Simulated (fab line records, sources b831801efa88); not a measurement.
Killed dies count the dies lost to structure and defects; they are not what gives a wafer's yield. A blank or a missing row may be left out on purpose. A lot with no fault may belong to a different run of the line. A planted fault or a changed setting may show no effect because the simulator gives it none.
Which tool is to blame? / flow gf180mcu / Sampling: 15 lots, 45 wafers, 5 of 602 route steps

WHAT EACH GAUGE READ, for each wafer
GF_DNWELL_TW_MEAS_09. Usual: DNWELL_TW typically reads 1350, with standard deviation 11.
lot=L381; measured=day 2 19:58; on=film-metro-04; DNWELL_TW=1354 1363 1359; flag=
lot=L382; measured=day 3 00:11; on=film-metro-04; DNWELL_TW=1363 1353 1358; flag=
lot=L383; measured=day 3 05:58; on=film-metro-03; DNWELL_TW=1358 1349 1348; flag=
lot=L384; measured=day 3 13:32; on=film-metro-02; DNWELL_TW=1325 1331 1329; flag=
lot=L385; measured=day 3 16:26; on=film-metro-04; DNWELL_TW=1357 1354 1362; flag=
lot=L388; measured=day 4 07:22; on=film-metro-02; DNWELL_TW=1345 1348 1343; flag=
lot=L389; measured=day 4 14:03; on=film-metro-02; DNWELL_TW=1341 1339 1338; flag=
lot=L390; measured=day 4 18:52; on=film-metro-02; DNWELL_TW=1343 1347 1350; flag=
lot=L391; measured=day 4 22:04; on=film-metro-03; DNWELL_TW=1346 1340 1344; flag=
lot=L396; measured=day 6 02:23; on=film-metro-04; DNWELL_TW=31 31 31; flag=OFF
lot=L397; measured=day 6 07:34; on=film-metro-04; DNWELL_TW=31 31 31; flag=OFF
lot=L398; measured=day 6 11:48; on=film-metro-04; DNWELL_TW=31 31 31; flag=OFF
lot=L402; measured=day 7 10:40; on=film-metro-02; DNWELL_TW=1340 1343 1339; flag=
lot=L403; measured=day 7 14:35; on=film-metro-02; DNWELL_TW=1340 1331 1342; flag=
lot=L404; measured=day 7 23:11; on=film-metro-02; DNWELL_TW=1335 1332 1332; flag=

GF_VT_IMPLANT_RS_MEAS_46: measurement is done with a four-point probe. Usual: MVSD_RS typically reads 457.1 ohm/sq, with standard deviation 1.3.
lot=L381; measured=day 7 15:15; on=film-metro-04; MVSD_RS (ohm/sq)=456.5 455.7 456.0; flag=
lot=L382; measured=day 7 20:38; on=film-metro-04; MVSD_RS (ohm/sq)=458.2 458.9 457.8; flag=
lot=L383; measured=day 8 03:45; on=film-metro-01; MVSD_RS (ohm/sq)=455.1 456.7 456.5; flag=
lot=L384; measured=day 8 12:21; on=film-metro-01; MVSD_RS (ohm/sq)=457.6 456.8 457.6; flag=
lot=L385; measured=day 8 15:28; on=film-metro-01; MVSD_RS (ohm/sq)=457.7 458.7 457.6; flag=
lot=L388; measured=day 9 11:07; on=film-metro-04; MVSD_RS (ohm/sq)=458.1 457.0 457.6; flag=
lot=L389; measured=day 9 18:20; on=film-metro-04; MVSD_RS (ohm/sq)=457.8 458.8 457.5; flag=
lot=L390; measured=day 10 00:20; on=film-metro-04; MVSD_RS (ohm/sq)=457.9 456.1 456.9; flag=
lot=L391; measured=day 10 06:01; on=film-metro-01; MVSD_RS (ohm/sq)=456.6 457.6 455.6; flag=
lot=L396; measured=day 11 15:14; on=film-metro-04; MVSD_RS (ohm/sq)=458.8 458.1 459.9; flag=
lot=L397; measured=day 11 22:52; on=film-metro-04; MVSD_RS (ohm/sq)=457.0 457.4 456.9; flag=
lot=L398; measured=day 12 03:59; on=film-metro-01; MVSD_RS (ohm/sq)=455.2 457.6 456.0; flag=
lot=L402; measured=day 13 08:54; on=film-metro-03; MVSD_RS (ohm/sq)=455.6 455.8 455.1; flag=
lot=L403; measured=day 13 17:04; on=film-metro-01; MVSD_RS (ohm/sq)=458.6 457.4 458.0; flag=
lot=L404; measured=day 14 04:05; on=film-metro-04; MVSD_RS (ohm/sq)=458.6 456.9 458.1; flag=

GF_M1_THK_MEAS_06: measures by xrf. Usual: M1_ALCU_THK typically reads 451 nm, with standard deviation 5.5.
lot=L381; measured=day 16 08:36; on=film-metro-02; M1_ALCU_THK (nm)=456 448 450; flag=
lot=L382; measured=day 16 18:56; on=film-metro-01; M1_ALCU_THK (nm)=447 447 448; flag=
lot=L383; measured=day 16 22:20; on=film-metro-02; M1_ALCU_THK (nm)=449 450 452; flag=
lot=L384; measured=day 17 13:13; on=film-metro-02; M1_ALCU_THK (nm)=458 452 457; flag=
lot=L385; measured=day 17 20:25; on=film-metro-03; M1_ALCU_THK (nm)=451 455 456; flag=
lot=L388; measured=day 18 15:01; on=film-metro-01; M1_ALCU_THK (nm)=455 454 444; flag=
lot=L389; measured=day 19 05:31; on=film-metro-01; M1_ALCU_THK (nm)=450 438 442; flag=
lot=L390; measured=day 19 09:24; on=film-metro-01; M1_ALCU_THK (nm)=449 446 451; flag=
lot=L391; measured=day 19 17:45; on=film-metro-02; M1_ALCU_THK (nm)=450 460 451; flag=
lot=L396; measured=day 21 11:47; on=film-metro-03; M1_ALCU_THK (nm)=449 452 448; flag=
lot=L397; measured=day 22 01:22; on=film-metro-03; M1_ALCU_THK (nm)=456 456 450; flag=
lot=L398; measured=day 22 04:55; on=film-metro-02; M1_ALCU_THK (nm)=451 455 447; flag=
lot=L402; measured=day 23 13:13; on=film-metro-01; M1_ALCU_THK (nm)=457 457 454; flag=
lot=L403; measured=day 23 22:41; on=film-metro-01; M1_ALCU_THK (nm)=453 459 448; flag=
lot=L404; measured=day 24 11:31; on=film-metro-02; M1_ALCU_THK (nm)=444 442 448; flag=

EACH LOT AND THE TOOL THAT RAN IT (in order: tool; ch and the chambers of the sampled wafers; start)
lot=L381; GF_DNWELL_DEVELOP_06=litho-track-02 ch 0, day 2 19:00; GF_M1_SPUTTER_02=pvd-sputter-04, day 16 08:23
lot=L382; GF_DNWELL_DEVELOP_06=litho-track-04 ch 0, day 2 23:00; GF_M1_SPUTTER_02=pvd-sputter-02, day 16 18:41
lot=L383; GF_DNWELL_DEVELOP_06=litho-track-01 ch 0, day 3 05:00; GF_M1_SPUTTER_02=pvd-sputter-04, day 16 22:07
lot=L384; GF_DNWELL_DEVELOP_06=litho-track-04 ch 0, day 3 13:00; GF_M1_SPUTTER_02=pvd-sputter-04, day 17 13:01
lot=L385; GF_DNWELL_DEVELOP_06=litho-track-04 ch 0, day 3 16:00; GF_M1_SPUTTER_02=pvd-sputter-02, day 17 20:12
lot=L388; GF_DNWELL_DEVELOP_06=litho-track-02 ch 0, day 4 06:00; GF_M1_SPUTTER_02=pvd-sputter-04, day 18 14:47
lot=L389; GF_DNWELL_DEVELOP_06=litho-track-04 ch 0, day 4 13:00; GF_M1_SPUTTER_02=pvd-sputter-02, day 19 05:17
lot=L390; GF_DNWELL_DEVELOP_06=litho-track-01 ch 0, day 4 18:00; GF_M1_SPUTTER_02=pvd-sputter-04, day 19 09:11
lot=L391; GF_DNWELL_DEVELOP_06=litho-track-01 ch 0, day 4 21:00; GF_M1_SPUTTER_02=pvd-sputter-03, day 19 17:32
lot=L396; GF_DNWELL_DEVELOP_06=litho-track-04, day 6 01:00; GF_M1_SPUTTER_02=pvd-sputter-03, day 21 11:35
lot=L397; GF_DNWELL_DEVELOP_06=litho-track-01, day 6 07:00; GF_M1_SPUTTER_02=pvd-sputter-04, day 22 01:09
lot=L398; GF_DNWELL_DEVELOP_06=litho-track-04, day 6 11:00; GF_M1_SPUTTER_02=pvd-sputter-04, day 22 04:41
lot=L402; GF_DNWELL_DEVELOP_06=litho-track-01 ch 0, day 7 10:00; GF_M1_SPUTTER_02=pvd-sputter-04, day 23 12:59
lot=L403; GF_DNWELL_DEVELOP_06=litho-track-04 ch 0, day 7 14:00; GF_M1_SPUTTER_02=pvd-sputter-04, day 23 22:28
lot=L404; GF_DNWELL_DEVELOP_06=litho-track-04 ch 0, day 7 22:00; GF_M1_SPUTTER_02=pvd-sputter-02, day 24 11:19
- GF_DNWELL_DEVELOP_06: develop time 60 s.
- GF_M1_SPUTTER_02: material AlCu, target thk 450 nm, time 23.9 s.

AS READ BY THE TOOLS THEMSELVES (means over the sampled wafers that have a number; for cases with no such wafer, the mark the record gives instead)
GF_DNWELL_DEVELOP_06. Usual: chill-plate-temp-C 23.01 C, standard deviation 0.11.
lot=L381; tool=litho-track-02; chill-plate-temp-C (C)=22.93; flag=
lot=L382; tool=litho-track-04; chill-plate-temp-C (C)=22.90; flag=
lot=L383; tool=litho-track-01; chill-plate-temp-C (C)=23.02; flag=
lot=L384; tool=litho-track-04; chill-plate-temp-C (C)=22.99; flag=
lot=L385; tool=litho-track-04; chill-plate-temp-C (C)=23.11; flag=
lot=L388; tool=litho-track-02; chill-plate-temp-C (C)=23.11; flag=
lot=L389; tool=litho-track-04; chill-plate-temp-C (C)=22.93; flag=
lot=L390; tool=litho-track-01; chill-plate-temp-C (C)=23.00; flag=
lot=L391; tool=litho-track-01; chill-plate-temp-C (C)=23.07; flag=
lot=L396; tool=litho-track-04; chill-plate-temp-C (C)=-; flag=OFF
lot=L397; tool=litho-track-01; chill-plate-temp-C (C)=-; flag=OFF
lot=L398; tool=litho-track-04; chill-plate-temp-C (C)=-; flag=OFF
lot=L402; tool=litho-track-01; chill-plate-temp-C (C)=22.98; flag=
lot=L403; tool=litho-track-04; chill-plate-temp-C (C)=23.08; flag=
lot=L404; tool=litho-track-04; chill-plate-temp-C (C)=22.97; flag=

GF_M1_SPUTTER_02. Usual: throttle-valve-pct 29.8 %, standard deviation 1.1.
lot=L381; tool=pvd-sputter-04; throttle-valve-pct (%)=29.2; flag=
lot=L382; tool=pvd-sputter-02; throttle-valve-pct (%)=31.0; flag=
lot=L383; tool=pvd-sputter-04; throttle-valve-pct (%)=29.3; flag=
lot=L384; tool=pvd-sputter-04; throttle-valve-pct (%)=29.1; flag=
lot=L385; tool=pvd-sputter-02; throttle-valve-pct (%)=30.6; flag=
lot=L388; tool=pvd-sputter-04; throttle-valve-pct (%)=30.9; flag=
lot=L389; tool=pvd-sputter-02; throttle-valve-pct (%)=30.1; flag=
lot=L390; tool=pvd-sputter-04; throttle-valve-pct (%)=29.2; flag=
lot=L391; tool=pvd-sputter-03; throttle-valve-pct (%)=29.7; flag=
lot=L396; tool=pvd-sputter-03; throttle-valve-pct (%)=29.9; flag=
lot=L397; tool=pvd-sputter-04; throttle-valve-pct (%)=29.8; flag=
lot=L398; tool=pvd-sputter-04; throttle-valve-pct (%)=30.1; flag=
lot=L402; tool=pvd-sputter-04; throttle-valve-pct (%)=30.3; flag=
lot=L403; tool=pvd-sputter-04; throttle-valve-pct (%)=29.4; flag=
lot=L404; tool=pvd-sputter-02; throttle-valve-pct (%)=30.3; flag=

THE ANSWER, worked out from the rows above alone
Rule: lot off if the mean of its wafers having a number is beyond 3 standard deviations from the usual mean. A lot without any number at a reading at which 4 lots or more have one is off too. The other lots that the step has rows for count as sound. The gauges are gone through in route order, then the tools' own readings, and for those a lot's mean is taken as printed above. The first step at which some lot is off is used, and at that step the reading that is off furthest; a lot without a number counts as furthest.
Off: L396, L397, L398, seen at GF_DNWELL_TW_MEAS_09 (DNWELL_TW).
A tool fits if, at a process step before that reading, it ran every lot that is off, and no sound lot after the first of them. The gauges at GF_DNWELL_TW_MEAS_09 aren't tried: what is off there is off at GF_DNWELL_DEVELOP_06 too, on other tools, and a gauge's error can't cause that. Of those tried, none fits.

WHAT THE SIMULATOR HAD INSERTED
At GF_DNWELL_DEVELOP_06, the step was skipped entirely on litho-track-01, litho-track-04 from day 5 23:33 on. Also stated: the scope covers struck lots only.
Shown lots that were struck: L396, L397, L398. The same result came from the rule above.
